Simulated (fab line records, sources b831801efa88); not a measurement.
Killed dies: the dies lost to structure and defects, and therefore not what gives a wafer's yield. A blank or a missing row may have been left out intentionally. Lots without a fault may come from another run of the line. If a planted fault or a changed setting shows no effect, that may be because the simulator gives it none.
Code-filled problem report in 8D (eight disciplines) form ; flow sky130 ; the parts of the form that need people (team, actions taken, sign-off) are left out

1. PROBLEM STATEMENT
At SKY_LDD_N_IMPLANT_11, beam_on_s averages 11.77 s over 6 wafers from 2 lots, while fault-free wafers read 10.01 s, standard deviation 0.2. That puts it +8.8 standard deviations away from the usual mean.
Earliest sighting: wafer L317.1 on implanter-01 at day 20 09:00. The record has a number at this step for 42 wafers belonging to 14 lots. By rule, "out" or "out of limits" means more than 4 standard deviations away from the usual mean. All remaining wafers that have a number are taken as sound.

2. WHAT IT IS, WHAT IT ISN'T
question;is;is not
which readings at this step;beam_on_s, faraday_current_uA;-
which lots;L317, L320;L310, L312, L313, L315, L318, L321, L322, L323, L326, L328, L330, L332
which wafers of those lots;all that have a number;-
read on which tools;implanter-01;implanter-02, implanter-04
when;from day 20 09:00;"up to then (12 sound wafers); but 24 sound wafers of L318, L321, L322, L323, L326, L328, L330, L332 came after"

3. WHAT RULES OUT EACH SUSPECT
Counting: any tool at a process step up to the reading is kept as a suspect provided that every lot that is out went through it and no sound lot did after the first of them.
- implanter-01 at SKY_LDD_N_IMPLANT_11: ruled out as a lasting fault. Following L317 (day 20 09:00), the first lot on it that is out, the sound lots L326, L330 were run on it.
Left after counting: nothing in the record.

4. THE CAUSE (what the simulator had put in)
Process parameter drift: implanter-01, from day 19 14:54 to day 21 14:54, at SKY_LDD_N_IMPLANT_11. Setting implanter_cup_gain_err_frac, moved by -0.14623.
Counting ruled it out, wrongly.

5. THE EFFECT CHAIN, in route order
Each row: a reading whose mean over the struck wafers that have a number lies more than 3 standard deviations from the usual. Readings are gone through only where the record gives a usual standard deviation; hours: the median, over the lots, of the time from a lot's start at the first step in this table giving one to that lot's start at this step; sigmas: the change measured in usual standard deviations.
hours;step;reading;usual;on struck wafers;change;sigmas
0;SKY_LDD_N_IMPLANT_11;beam_on_s;10.01 s;11.77;+1.76;+8.8
0;SKY_LDD_N_IMPLANT_11;faraday_current_uA;423;360;-64;-7.7
The process steps in it:
- SKY_LDD_N_IMPLANT_11
Later measuring or inspecting steps at which every struck wafer that the step has a row for has a number for every such reading, and none has moved that far: SKY_LDD_P_CD_MEAS_07.

6. WHAT WOULD HAVE CAUGHT IT SOONER
The fault began at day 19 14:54; the first out-of-limits reading in this record came at day 20 09:00, 18 hours later.
